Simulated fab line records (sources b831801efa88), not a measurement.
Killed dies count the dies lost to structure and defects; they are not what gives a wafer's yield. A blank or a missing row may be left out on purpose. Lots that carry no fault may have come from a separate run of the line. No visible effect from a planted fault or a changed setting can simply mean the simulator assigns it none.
fab line records	flow sky130
[record] lots = 6	wafers = 18	last_day = 49
route steps=708 shown CAP2M@614 METAL4@621 PAD_OPEN@708
lots with no fault: from the same line, run without faults
start_h: start of the lot's first displayed wafer, in hours after the record's first day	wait_h: hours elapsed since this lot's preceding step	" same as the row above	L1.1+2: a row that stands for several wafers	- no value, or no start was given	* or withheld: withheld	< > ~ a bound
route shown NAME@n: a module of which the file shows steps, and the number in the route of the first	usual: mean and standard deviation over wafers with no fault	same: alike in all rows	chamber/n: place in a boat	sites: per-site readings	_std_site: how widely they spread, as a standard deviation	_edge_site: outer sites' mean less inner sites'	radius_mm: for every site, how far away it sits from the centre of the wafer	mask NAME#n: copy n	behind: the tool/chamber that last shaped the wafer	hold: reason for holding the lot/hours on hold/outcome of the hold	device: the n, p or np transistor that did not switch	end of line: tests run on the same wafers once the route is complete	step lacking rows: just its recipe	killed: the dies lost at the first sort to structure and to defects; this is not the yield of the wafer	map: shows each die of a wafer: x if killed, . if not, _ if none is there
set.NAME: the setting that was run; set.NAME@STEP: the one run at that earlier step	model.NAME: the simulator's own value behind a step, which no gauge read
lots at some steps of the route; a table a step, a row a wafer
services: when a tool's chamber went out of use (start_h, in hours from the record's first day, below 0 if earlier), for how many hours, and the reason
[[steps]]
[step SKY_CAP2M_DEVELOP_11]
[recipe] resist = NOVOLAK	developer = TMAH	develop_time_s = 60	dev_temp_c = 23
[step SKY_CAP2M_OVL_MEAS_12]
[usual] CAP2M_OVL = -0.1/1.2
lot.wafer	tool	chamber	start_h	wait_h	CAP2M_OVL[nm]
L128.1	overlay-02	-	947.80	0.1	0.1
L128.4	"	-	"	"	-0.3
L128.6	"	-	"	"	-1.4
L130.2	overlay-02	-	977.81	0.1	-1.3
L130.3	"	-	"	"	-3.3
L130.4	"	-	"	"	-2.6
L133.3	overlay-02	-	987.92	0.1	0.7
L133.4	"	-	"	"	1.7
L133.5	"	-	"	"	0.2
L142.2	overlay-01	-	1073.36	0.1	-1.0
L142.3	"	-	"	"	0.2
L142.4	"	-	"	"	-0.1
L146.1	overlay-01	-	1077.03	0.1	0.7
L146.2	"	-	"	"	-0.5
L146.3	"	-	"	"	1.0
L148.2	overlay-02	-	1086.03	0.1	2.2
L148.4	"	-	"	"	1.2
L148.5	"	-	"	"	0.1
[step SKY_CAP2M_METAL_ETCH_13]
[recipe] target_depth_nm = 220	stop_on = SiO2	chemistry = Cl2/BCl3	target = TiN	pressure_mtorr = 10	icp_w = 900	bias_w = 48.5	Cl2_flow_sccm = 60	bcl3_flow_sccm = 30	time_s = 62.9
[usual] bias_w = 48.50/0.13	drypump_motor_current_A = 5.8/0.35	oes_product_au = 0.943/0.0063	rf_fwd_power_W = 892/3.5	throttle_valve_pct = 21.899/0.0096
lot.wafer	tool	chamber	start_h	wait_h	bias_w	drypump_motor_current_A	oes_product_au	rf_fwd_power_W	rf_hours_counter_h	throttle_valve_pct
L128.1	rie_metal-01	1	947.84	0.0	48.72	5.8	0.958	891	15	21.893
L128.4	"	1	"	"	48.51	5.8	0.955	889	-	21.908
L128.6	"	1	"	"	48.48	5.8	0.944	890	-	21.890
L130.2	rie_metal-04	0	977.84	0.0	48.37	6.3	0.943	898	2	21.903
L130.3	"	1	"	"	48.59	5.4	0.942	892	-	21.882
L130.4	"	0	"	"	48.60	6.3	0.940	894	-	21.886
L133.3	rie_metal-03	0	987.97	0.0	48.41	6.0	0.945	891	-	21.891
L133.4	"	1	"	"	48.39	5.4	0.945	895	-	21.907
L133.5	"	0	"	"	48.46	5.9	0.953	892	-	21.892
L142.2	rie_metal-04	0	1073.39	0.0	48.49	6.3	0.953	895	7	21.897
L142.3	"	1	"	"	48.80	5.4	0.949	891	-	21.896
L142.4	"	0	"	"	48.54	6.3	0.943	897	-	21.894
L146.1	rie_metal-01	0	1077.07	0.0	48.37	5.9	0.945	890	20	21.902
L146.2	"	1	"	"	48.75	5.8	0.936	884	23	21.900
L146.3	"	1	"	"	48.34	5.8	0.929	888	-	21.916
L148.2	rie_metal-01	0	1086.06	0.0	48.46	5.9	0.936	893	20	21.888
L148.4	"	0	"	"	48.49	5.9	0.928	894	-	21.896
L148.5	"	1	"	"	48.57	5.8	0.936	880	-	21.920
[step SKY_CAP2M_STRIP_14]
[recipe] chemistry = O2/N2	power_w = 1400	pressure_mtorr = 1500	platen_temp_c = withheld	o2_flow_sccm = 3000	n2_flow_sccm = 300	overash_fraction = 0.5
[usual] drypump_motor_current_A = 5.8/0.5	oes_product_au = 0.711/0.0042	strip_time_to_endpoint_s = 12.66/0.043
lot.wafer	tool	chamber	start_h	wait_h	drypump_motor_current_A	oes_product_au	rf_hours_counter_h	strip_time_to_endpoint_s
L128.1	plasma_asher-01	0	947.99	0.1	5.4	0.711	18	12.69
L128.4	"	0	"	"	5.4	0.711	-	12.66
L128.6	"	1	"	"	5.9	0.712	-	12.64
L130.2	plasma_asher-01	1	977.92	0.1	5.9	0.712	21	12.65
L130.3	"	0	"	"	5.4	0.705	-	12.68
L130.4	"	1	"	"	5.9	0.708	-	12.65
L133.3	plasma_asher-01	0	988.05	0.1	5.4	0.711	-	12.62
L133.4	"	1	"	"	5.9	0.715	-	12.66
L133.5	"	0	"	"	5.4	0.704	-	12.60
L142.2	plasma_asher-03	1	1073.47	0.1	5.9	0.713	1	12.66
L142.3	"	1	"	"	5.9	0.716	-	12.66
L142.4	"	0	"	"	6.5	0.708	-	12.62
L146.1	plasma_asher-03	1	1077.15	0.1	5.9	0.707	1	12.66
L146.2	"	0	"	"	6.5	0.713	1	12.74
L146.3	"	0	"	"	6.5	0.705	-	12.71
L148.2	plasma_asher-01	0	1086.14	0.1	5.4	0.716	33	12.64
L148.4	"	1	"	"	5.9	0.711	-	12.64
L148.5	"	1	"	"	5.9	0.710	-	12.62
[step SKY_CAP2M_STRIP_15]
[recipe] chemistry = post_etch_residue_remover	time_s = 1200	temp_c = 72.5
[step SKY_CAP2M_CLEAN_16]
[recipe] chemistry = IPA	time_s = 180	temp_c = 25
[step SKY_CAP2M_CLEAN_17]
[recipe] chemistry = O3/DIW	dry = n2_spin
[step SKY_METAL4_DEHYDRATE_05]
[recipe] temp_c = 200	time_s = 60
[step SKY_METAL4_HMDS_06]
[recipe] prime_time_s = 60	prime_temp_c = 120
[step SKY_METAL4_COAT_07]
[recipe] resist = BARC	temp_c = withheld	time_s = withheld	spin_rpm = 3000	resist_thk_nm = 60
[step SKY_METAL4_COAT_08]
[recipe] resist = KrF-thick	spin_rpm = 3000	resist_thk_nm = 1140
[step SKY_METAL4_SOFTBAKE_09]
[recipe] temp_c = 99.37	time_s = 90	resist = KrF-thick
[step SKY_METAL4_EXPOSE_10]
[recipe] mask_id = MM4	na = 0.68	source_shape = annular	sigma_inner = 0.4	sigma_outer = 0.8	target_cd_nm = 300	dose_mj = 28
[usual] exposure_dose_mJ_cm2 = 28.025/0.025	focus_offset_nm = -0.1/0.56
lot.wafer	tool	chamber	start_h	wait_h	mask	exposure_dose_mJ_cm2	focus_offset_nm
L128.1	krf_scanner-01	0	960.28	-	MM4#0	28.031	-0.5
L128.4	"	0	"	"	MM4#0	28.000	-0.7
L128.6	"	0	"	"	MM4#0	27.991	-1.2
L130.2	krf_scanner-01	0	989.26	-	MM4#0	28.006	-0.2
L130.3	"	0	"	"	MM4#0	28.029	0.1
L130.4	"	0	"	"	MM4#0	28.009	-0.6
L133.3	krf_scanner-01	0	1001.37	-	MM4#0	27.340	0.4
L133.4	"	0	"	"	MM4#0	27.357	-0.1
L133.5	"	0	"	"	MM4#0	27.344	0.9
L142.2	krf_scanner-01	0	1083.32	-	MM4#0	27.502	-0.2
L142.3	"	0	"	"	MM4#0	27.490	-0.1
L142.4	"	0	"	"	MM4#0	27.481	-0.9
L146.1	krf_scanner-02	0	1088.20	-	MM4#0	27.986	-0.3
L146.2	"	0	"	"	MM4#0	28.006	-0.1
L146.3	"	0	"	"	MM4#0	28.023	-0.8
L148.2	krf_scanner-02	0	1098.80	-	MM4#0	28.011	0.7
L148.4	"	0	"	"	MM4#0	28.094	0.6
L148.5	"	0	"	"	MM4#0	28.030	1.1
[step SKY_METAL4_PEB_11]
[recipe] peb_temp_c = withheld	peb_time_s = withheld	resist = KrF-thick
[step SKY_METAL4_DEVELOP_12]
[recipe] develop_time_s = 60	resist = KrF-thick	dev_temp_c = 21
[step SKY_METAL4_CD_MEAS_13]
[recipe] target_cd_nm = 300
[usual] cd_nm = 300.0/1.3
lot.wafer	tool	chamber	start_h	wait_h	cd_nm
L128.1	cd_sem-01	-	972.59	-	300.5
L128.4	"	-	"	"	300.4
L128.6	"	-	"	"	300.0
L130.2	cd_sem-02	-	1001.12	-	300.3
L130.3	"	-	"	"	300.9
L130.4	"	-	"	"	300.7
L133.3	cd_sem-01	-	1011.79	-	303.9
L133.4	"	-	"	"	304.0
L133.5	"	-	"	"	305.5
L142.2	cd_sem-02	-	1095.35	-	304.6
L142.3	"	-	"	"	303.6
L142.4	"	-	"	"	304.6
L146.1	cd_sem-02	-	1099.24	-	303.1
L146.2	"	-	"	"	302.9
L146.3	"	-	"	"	301.5
L148.2	cd_sem-02	-	1108.35	-	298.6
L148.4	"	-	"	"	299.7
L148.5	"	-	"	"	299.8
[step SKY_METAL4_OVL_MEAS_14]
[usual] METAL4_OVL = 0/4.5
lot.wafer	tool	chamber	start_h	wait_h	METAL4_OVL[nm]
L128.1	overlay-01	-	972.71	0.1	-4
L128.4	"	-	"	"	3
L128.6	"	-	"	"	0
L130.2	overlay-01	-	1001.23	0.1	-4
L130.3	"	-	"	"	-1
L130.4	"	-	"	"	12
L133.3	overlay-01	-	1011.89	0.1	-9
L133.4	"	-	"	"	-4
L133.5	"	-	"	"	1
L142.2	overlay-02	-	1095.45	0.1	-3
L142.3	"	-	"	"	-2
L142.4	"	-	"	"	-1
L146.1	overlay-01	-	1099.36	0.1	8
L146.2	"	-	"	"	9
L146.3	"	-	"	"	8
L148.2	overlay-01	-	1108.45	0.1	-5
L148.4	"	-	"	"	6
L148.5	"	-	"	"	2
[step SKY_METAL4_DESCUM_15]
[recipe] chemistry = O2	source_power_w = 150	bias_power_w = 0	pressure_mtorr = 10	temp_c = 40	time_s = 8
[usual] drypump_motor_current_A = 5.7/0.43	oes_product_au = 0.997/0.0098	rf_fwd_power_W = 147.0/0.77
lot.wafer	tool	chamber	start_h	wait_h	drypump_motor_current_A	oes_product_au	rf_fwd_power_W	rf_hours_counter_h	model.METAL4.cd_nm
L128.1	rie_metal-01	0	972.75	0.0	5.9	1.019	146.0	13	300.6
L128.4	"	1	"	"	5.8	0.997	146.1	-	300.3
L128.6	"	1	"	"	5.8	0.994	146.2	-	300
L130.2	rie_metal-02	1	1001.26	0.0	5.9	0.992	146.6	19	300.5
L130.3	"	1	"	"	5.9	0.986	147.7	-	301
L130.4	"	0	"	"	5.1	0.983	147.3	-	300.7
L133.3	rie_metal-02	0	1011.92	0.0	5.1	1.002	146.9	-	303.8
L133.4	"	1	"	"	5.9	1.002	147.2	-	304.6
L133.5	"	0	"	"	5.1	0.997	147.3	-	304.7
L142.2	rie_metal-04	1	1095.48	0.0	5.4	0.991	146.3	12	304.5
L142.3	"	1	"	"	5.4	0.992	146.4	-	303.9
L142.4	"	0	"	"	6.3	1.002	148.0	-	304.2
L146.1	rie_metal-04	1	1099.40	0.0	5.4	0.984	146.7	13	303
L146.2	"	0	"	"	6.3	0.993	148.0	9	302.6
L146.3	"	1	"	"	5.4	0.981	146.6	-	301.6
L148.2	rie_metal-04	1	1108.48	0.0	5.4	0.981	146.5	14	298.2
L148.4	"	1	"	"	5.4	0.990	146.6	-	299.2
L148.5	"	1	"	"	5.4	0.981	146.2	-	299.7
[step SKY_METAL4_ETCH_16]
[recipe] chemistry = N2/H2	target = BARC	ion_energy_ev = 200	bias_w = 100	pressure_mtorr = 30	n2_flow_sccm = 100	h2_flow_sccm = 200	icp_w = 500	stop_on = SiO2	time_s = 88.2	target_depth_a = 600
[usual] bias_w = 100.0/0.32	drypump_motor_current_A = 5.7/0.43	oes_product_au = 0.626/0.0047	rf_fwd_power_W = 496.9/2	throttle_valve_pct = 13.206/0.0085
lot.wafer	tool	chamber	start_h	wait_h	bias_w	drypump_motor_current_A	oes_product_au	rf_fwd_power_W	rf_hours_counter_h	throttle_valve_pct
L128.1	rie_metal-01	0	972.78	0.0	99.9	5.9	0.628	497.4	13	13.218
L128.4	"	1	"	"	100.4	5.8	0.630	496.4	-	13.201
L128.6	"	1	"	"	99.9	5.8	0.635	498.7	-	13.206
L130.2	rie_metal-02	1	1001.29	0.0	99.8	5.9	0.621	497.8	19	13.214
L130.3	"	1	"	"	100.2	5.9	0.626	497.5	-	13.213
L130.4	"	0	"	"	100.2	5.1	0.627	497.0	-	13.200
L133.3	rie_metal-02	0	1011.97	0.0	99.4	5.1	0.613	496.8	-	13.193
L133.4	"	1	"	"	100.4	6.0	0.630	497.9	-	13.216
L133.5	"	0	"	"	99.7	5.1	0.620	498.2	-	13.217
L142.2	rie_metal-04	1	1095.52	0.0	99.9	5.4	0.631	494.2	12	13.200
L142.3	"	1	"	"	99.5	5.4	0.628	493.5	-	13.205
L142.4	"	0	"	"	100.2	6.3	0.623	497.8	-	13.215
L146.1	rie_metal-04	1	1099.43	0.0	100.6	5.4	0.627	494.1	13	13.217
L146.2	"	0	"	"	99.9	6.3	0.619	496.9	9	13.214
L146.3	"	1	"	"	100.7	5.4	0.621	496.1	-	13.211
L148.2	rie_metal-04	1	1108.52	0.0	100.3	5.4	0.623	490.3	14	13.200
L148.4	"	1	"	"	100.1	5.4	0.634	492.6	-	13.197
L148.5	"	1	"	"	100.8	5.4	0.617	494.5	-	13.201
[step SKY_METAL4_ETCH_17]
[recipe] target = SiO2	stop_on = TiN	chemistry = C4F8/O2/Ar	source_w = 1500	bias_w = 1200	pressure_mtorr = 40	c4f8_flow_sccm = withheld	O2_flow_sccm = 6	Ar_flow_sccm = 300	time_s = 3.9	target_depth_a = 150
[usual] bias_w = 1200/3.6	oes_product_au = 0.753/0.0074	rf_fwd_power_W = 1467/6.3
lot.wafer	tool	chamber	start_h	wait_h	bias_w	oes_product_au	rf_fwd_power_W	model.METAL4.cd_nm
L128.1	rie_diel-02	1	972.88	0.1	1199	0.752	1462	301.7
L128.4	"	2	"	"	1196	0.759	1466	300.6
L128.6	"	3	"	"	1208	0.759	1487	299.6
L130.2	rie_diel-02	0	1001.39	0.1	1196	0.747	1467	301
L130.3	"	1	"	"	1208	0.747	1463	301.1
L130.4	"	2	"	"	1198	0.763	1466	300
L133.3	rie_diel-03	2	1012.04	0.0	1201	0.745	1465	303.7
L133.4	"	3	"	"	1200	0.753	1461	304.5
L133.5	"	2	"	"	1199	0.756	1468	305.3
L142.2	rie_diel-01	1	1095.61	0.1	1199	0.746	1470	304.2
L142.3	"	2	"	"	1202	0.758	1465	304.5
L142.4	"	3	"	"	1204	0.758	1464	303.3
L146.1	rie_diel-02	3	1099.53	0.1	1200	0.760	1475	302.1
L146.2	"	2	"	"	1203	0.756	1468	302.5
L146.3	"	1	"	"	1201	0.755	1462	301.5
L148.2	rie_diel-01	0	1108.61	0.1	1202	0.757	1470	297.5
L148.4	"	1	"	"	1198	0.760	1461	299
L148.5	"	3	"	"	1209	0.760	1464	299.5
[step SKY_METAL4_METAL_ETCH_18]
[recipe] target_depth_a = 8450	stop_on = SiO2	over_etch_frac = 0.3	time_s = 183.1	chemistry = Cl2/BCl3	resist_sidewall_deg = 88	pressure_mtorr = 10	icp_w = 900	bias_w = 48.5	Cl2_flow_sccm = 60	bcl3_flow_sccm = 30
[usual] bias_w = 48.49/0.14	drypump_motor_current_A = 5.6/0.45	oes_product_au = 0.867/0.0061	rf_fwd_power_W = 896.1/2.9	throttle_valve_pct = 22.264/0.0099
lot.wafer	tool	chamber	start_h	wait_h	bias_w	drypump_motor_current_A	oes_product_au	rf_fwd_power_W	rf_hours_counter_h	throttle_valve_pct
L128.1	rie_metal-04	1	972.89	0.0	48.57	5.4	0.875	892.9	6	22.265
L128.4	"	0	"	"	48.32	6.3	0.860	901.6	-	22.261
L128.6	"	1	"	"	48.42	5.4	0.873	894.8	-	22.273
L130.2	rie_metal-01	1	1001.41	0.0	48.24	5.8	0.879	893.4	18	22.251
L130.3	"	0	"	"	48.59	6.0	0.867	901.0	-	22.267
L130.4	"	1	"	"	48.52	5.8	0.870	895.1	-	22.248
L133.3	rie_metal-04	0	1012.12	0.1	48.43	6.3	0.856	897.6	-	22.267
L133.4	"	1	"	"	48.43	5.4	0.861	894.3	-	22.267
L133.5	"	1	"	"	48.57	5.4	0.870	896.1	-	22.267
L142.2	rie_metal-01	1	1095.63	0.0	48.42	5.8	0.868	890.6	24	22.268
L142.3	"	1	"	"	48.35	5.8	0.870	894.5	-	22.254
L142.4	"	0	"	"	48.57	5.9	0.869	902.0	-	22.281
L146.1	rie_metal-02	0	1099.55	0.0	48.78	5.1	0.862	894.4	2	22.252
L146.2	"	1	"	"	48.28	6.0	0.869	891.9	29	22.262
L146.3	"	1	"	"	48.52	5.9	0.873	899.3	-	22.260
L148.2	rie_metal-02	0	1108.69	0.1	48.47	5.1	0.867	896.3	-	22.239
L148.4	"	0	"	"	48.25	5.1	0.874	893.9	-	22.253
L148.5	"	0	"	"	48.49	5.1	0.864	894.7	-	22.272
[step SKY_PAD_OPEN_PROBE_99]
[usual] defect_limited_yield = 82.5/2.1	killed_at_M0_to_M3 = 43/6.8	killed_at_M4_up = 3.2/1.7	killed_at_contacts = 24/5.6	killed_at_front_end = 15/4.7	killed_at_other = 0.3/0.59	killed_dies = 86/10	killed_open = 47/6.8	killed_short = 39/6.4	sort_bin_3_pad_short = 0.9/0.42	sort_bin_5_function = 10.5/1.6	sort_bin_6_memory = 6.2/1.1	sort_n_pass = 406/10	sort_yield_pct = 82.5/2.1
[same] gross_dies = 492	killed_at_back_side = 0	sort_bin_4_leakage[%] = 0	sort_bin_8_speed[%] = 0
lot.wafer	tool	chamber	start_h	wait_h	defect_limited_yield[%]	killed_at_M0_to_M3	killed_at_M4_up	killed_at_contacts	killed_at_front_end	killed_at_other	killed_dies	killed_open	killed_short	sort_bin_3_pad_short[%]	sort_bin_5_function[%]	sort_bin_6_memory[%]	sort_n_pass	sort_yield_pct[%]
L128.1	prober-02	-	1068.12	0.1	82.3	52	3	24	8	0	87	44	42	1.2	10.2	6.3	405	82.3
L128.4	prober-02	-	1068.27	0.2	83.1	41	4	26	12	0	83	46	37	1.2	10.0	5.7	409	83.1
L128.6	prober-02	-	1068.37	0.2	80.3	51	5	27	13	1	97	51	45	1.0	12.6	6.1	395	80.3
L142.2	prober-01	-	1173.58	0.1	85.2	38	1	23	11	0	73	36	37	0.8	6.1	7.9	419	85.2
L142.3	prober-01	-	1173.63	0.2	83.3	43	5	24	10	0	82	45	37	0.2	10.8	5.7	410	83.3
L142.4	prober-01	-	1173.68	0.2	82.3	45	3	24	15	0	87	44	43	0.8	12.0	4.9	405	82.3
L148.2	prober-02	-	1187.64	0.1	80.7	42	2	30	21	0	95	42	52	1.2	11.2	6.9	397	80.7
L148.4	prober-02	-	1187.74	0.2	79.5	43	4	33	19	2	101	50	51	0.6	13.4	6.5	391	79.5
L148.5	prober-02	-	1187.79	0.2	84.6	33	3	18	22	0	76	44	32	0	8.9	6.5	416	84.6
// killed by level:class
L128.1 VIA1:geometric_particle:open=16 METAL2:geometric_particle:short=8 CONTACT:geometric_particle:open=6 VIA1:geometric_particle:short=6 VIA2:geometric_particle:open=5 LI_CONTACT:geometric_particle:open=5 LOCAL_INTERCONNECT:geometric_particle:short=5 CONTACT:geometric_particle:short=5
L128.4 VIA1:geometric_particle:open=11 CONTACT:geometric_particle:open=10 VIA2:geometric_particle:open=10 LI_CONTACT:geometric_particle:open=8 VIA1:geometric_particle:short=6 METAL1:geometric_particle:short=5 LI_CONTACT:geometric_particle:short=4 CONTACT:geometric_particle:short=4
L128.6 CONTACT:geometric_particle:open=11 VIA1:geometric_particle:open=11 VIA1:geometric_particle:short=8 LOCAL_INTERCONNECT:geometric_particle:short=6 VIA2:geometric_particle:short=6 VIA2:geometric_particle:open=6 VIA3:geometric_particle:open=5 METAL2:geometric_particle:short=5
L142.2 VIA1:geometric_particle:open=8 CONTACT:geometric_particle:open=8 METAL1:geometric_particle:short=6 VIA1:geometric_particle:short=6 METAL2:geometric_particle:short=6 CONTACT:geometric_particle:short=5 LOCAL_INTERCONNECT:geometric_particle:short=5 FIELD_ISO:geometric_particle:short=4
L142.3 CONTACT:geometric_particle:open=12 VIA2:geometric_particle:open=9 METAL2:geometric_particle:short=7 VIA3:geometric_particle:open=6 VIA1:geometric_particle:open=6 FIELD_ISO:geometric_particle:short=4 LI_CONTACT:geometric_particle:open=4 LOCAL_INTERCONNECT:geometric_particle:short=4
L142.4 VIA1:geometric_particle:open=10 CONTACT:geometric_particle:open=7 VIA2:geometric_particle:open=7 LI_CONTACT:geometric_particle:open=6 METAL1:geometric_particle:short=6 FIELD_ISO:geometric_particle:open=5 POLY_GATE:geometric_particle:short=5 VIA3:geometric_particle:open=5
L148.2 CONTACT:geometric_particle:open=10 VIA1:geometric_particle:open=10 FIELD_ISO:geometric_particle:open=8 CONTACT:geometric_particle:short=8 METAL2:geometric_particle:short=7 LOCAL_INTERCONNECT:geometric_particle:short=6 VIA1:geometric_particle:short=6 POLY_GATE:geometric_particle:open=4
L148.4 VIA1:geometric_particle:open=10 LI_CONTACT:geometric_particle:open=10 METAL2:geometric_particle:short=9 LOCAL_INTERCONNECT:geometric_particle:short=8 CONTACT:geometric_particle:open=8 FIELD_ISO:geometric_particle:short=6 FIELD_ISO:geometric_particle:open=5 VIA3:geometric_particle:open=5
L148.5 VIA1:geometric_particle:open=8 FIELD_ISO:geometric_particle:short=7 POLY_GATE:geometric_particle:open=6 METAL2:geometric_particle:short=6 CONTACT:geometric_particle:open=6 VIA3:geometric_particle:open=6 LI_CONTACT:geometric_particle:open=5 LOCAL_INTERCONNECT:geometric_particle:short=5
[[services]]
tool	chamber	start_h	hours	kind
rie_diel-02	1	927.62	3.8	repair
rie_metal-01	0	934.17	15.7	repair
plasma_asher-01	-	938.58	1.5	repair
krf_scanner-02	-	939.31	0.9	repair
rie_diel-01	0	953.63	3.6	repair
rie_metal-02	-	960.59	2.8	pm
plasma_asher-03	-	962.74	0.6	repair
rie_metal-04	0	978.23	7.5	repair
krf_scanner-02	-	979.53	3.6	pm
plasma_asher-01	-	981.27	4.0	pm
krf_scanner-02	-	983.89	4.7	repair
plasma_asher-03	-	986.19	2.8	pm
krf_scanner-02	-	994.05	1.3	pm
krf_scanner-01	-	1004.11	1.3	pm
rie_metal-04	-	1023.89	2.8	pm
krf_scanner-01	-	1024.98	1.0	pm
rie_metal-02	0	1070.93	26.7	repair
krf_scanner-01	-	1074.92	0.8	pm
rie_metal-04	1	1078.22	9.3	repair
rie_diel-02	0	1080.82	6.9	repair
rie_diel-02	-	1081.95	2.8	pm
krf_scanner-01	-	1093.67	4.0	pm
plasma_asher-01	-	1097.46	8.4	repair
rie_metal-01	-	1098.88	14.6	pm
[[key]]
[first_sign] step = SKY_METAL4_EXPOSE_10	reading = exposure_dose_mJ_cm2	direction = down	sigmas = 24	usual = *	struck = *
[effect] step = SKY_METAL4_CD_MEAS_13	reading = cd_nm	direction = up	sigmas = 3.4	usual = 300.0	struck = 304.4	through = control_loop
[model_effect] step = SKY_METAL4_DESCUM_15	value = METAL4.cd_nm	without = 300.4	struck = 304.3
[model_effect] step = SKY_METAL4_ETCH_17	value = METAL4.cd_nm	without = 300.4	struck = 304.3
met_at SKY_METAL4_EXPOSE_10
struck_wafers L133.3,L133.4,L133.5,L142.2,L142.3,L142.4
[loop_trim] step = SKY_METAL4_EXPOSE_10	setting = dose	lots = L142
onset_between 989.26 1001.37
[fault] kind = process_parameter_drift	tool = krf_scanner-01	chamber = -	onset_h = 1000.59	steps = SKY_METAL4_EXPOSE_10	channel = dose_mj	offset = -0.65862	shape = step	acts_in = these_recipes_only	stated = 28
// loop_trim: a control loop set the setting to another value than it would have without faults
